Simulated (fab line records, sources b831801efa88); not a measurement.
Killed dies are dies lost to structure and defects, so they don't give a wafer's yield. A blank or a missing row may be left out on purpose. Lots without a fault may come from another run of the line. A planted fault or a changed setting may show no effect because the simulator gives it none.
Problem report in the 8D (eight disciplines) form, filled by code | flow sky130 | the parts of the form that need people (team, actions taken, sign-off) are left out

1. THE PROBLEM
SD_N_RS at SKY_SD_N_RS_MEAS_16 reads a mean of 69.68 ohm/sq on 6 wafers of 2 lots; wafers without a fault read 68.47 ohm/sq with a standard deviation of 0.13. That is +9.3 standard deviations from the usual mean.
The step: measures by four-point-probe.
First seen on wafer L318.1, day 32 07:01, on film_metro-01. The record holds 39 wafers of 13 lots with a number at this step. Rule for "out", or "out of limits": more than 4 standard deviations from the usual mean. The other wafers with a number count as sound.

2. WHAT IT IS AND WHAT IT IS NOT
question                    | is                           | is not
which readings at this step | SD_N_RS                      | -
which lots                  | L318, L320                   | L306, L309, L310, L311, L312, L313, L314, L317, L322, L326, L327
which wafers of those lots  | all that have a number       | -
read on which gauges        | film_metro-01, film_metro-02 | film_metro-03
when                        | from day 32 07:01            | up to then (24 sound wafers); but 9 sound wafers of L322, L326, L327 came after

3. SUSPECTS, AND WHAT RULES EACH OUT
Counting: a tool at a process step up to the reading stays a suspect if it ran every lot that is out and no sound lot after the first of them.
- the gauge at SKY_SD_N_RS_MEAS_16: ruled out. The wafers that are out were read on 2 gauges (film_metro-01, film_metro-02).
- implanter-03 at SKY_SD_N_IMPLANT_10: kept. It ran every lot that is out, first L318 (day 32 06:29), and no sound lot after that; its last sound lot up to then is L317 (day 31 21:01). Its own readings are out on those wafers: dose_ions_cm2, faraday_current_uA.
Left after counting: implanter-03 at SKY_SD_N_IMPLANT_10.

4. THE CAUSE (what the simulator had put in)
Process parameter drift: implanter-03, from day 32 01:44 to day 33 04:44, at SKY_SD_N_IMPLANT_10. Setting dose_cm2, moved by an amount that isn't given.
Counting left only this tool.

5. THE CHAIN OF EFFECTS, in route order
Each row: a reading whose mean over the struck wafers that have a number lies more than 3 standard deviations from the usual. Only readings for which the record gives a usual standard deviation are gone through. hours: the time from each lot's start at the first step in this table that gives one to its start at this step, as a median over the lots. sigmas: the change in usual standard deviations.
hours | step                | reading            | usual        | on struck wafers | change     | sigmas
0     | SKY_SD_N_IMPLANT_10 | dose_ions_cm2      | 9.997e+13    | 4.886e+13        | -5.110e+13 | -99 or more
0     | SKY_SD_N_IMPLANT_10 | faraday_current_uA | 525          | 278              | -247       | -7.3
1     | SKY_SD_N_RS_MEAS_16 | SD_N_RS            | 68.47 ohm/sq | 69.68            | +1.21      | +9.3
The process steps in it:
- SKY_SD_N_IMPLANT_10
Later measuring or inspecting steps at which every struck wafer that the step has a row for has a number for every such reading, and none has moved that far: SKY_LI_CONTACT_BOW_MEAS_03.

6. WHAT WOULD HAVE CAUGHT IT SOONER
In this record the first reading out of limits at a measuring or inspecting step was taken at day 32 07:01, 5 hours after the fault began at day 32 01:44.
The tool's own readings at SKY_SD_N_IMPLANT_10 were out on every struck wafer that the step has a row for (dose_ions_cm2, faraday_current_uA): an alarm limit on them would have fired on the first of those.
Of the lots that are out (2), L320 began SKY_SD_N_IMPLANT_10 on implanter-03 after day 32 07:01. A hold on the tool at that time would have spared it.
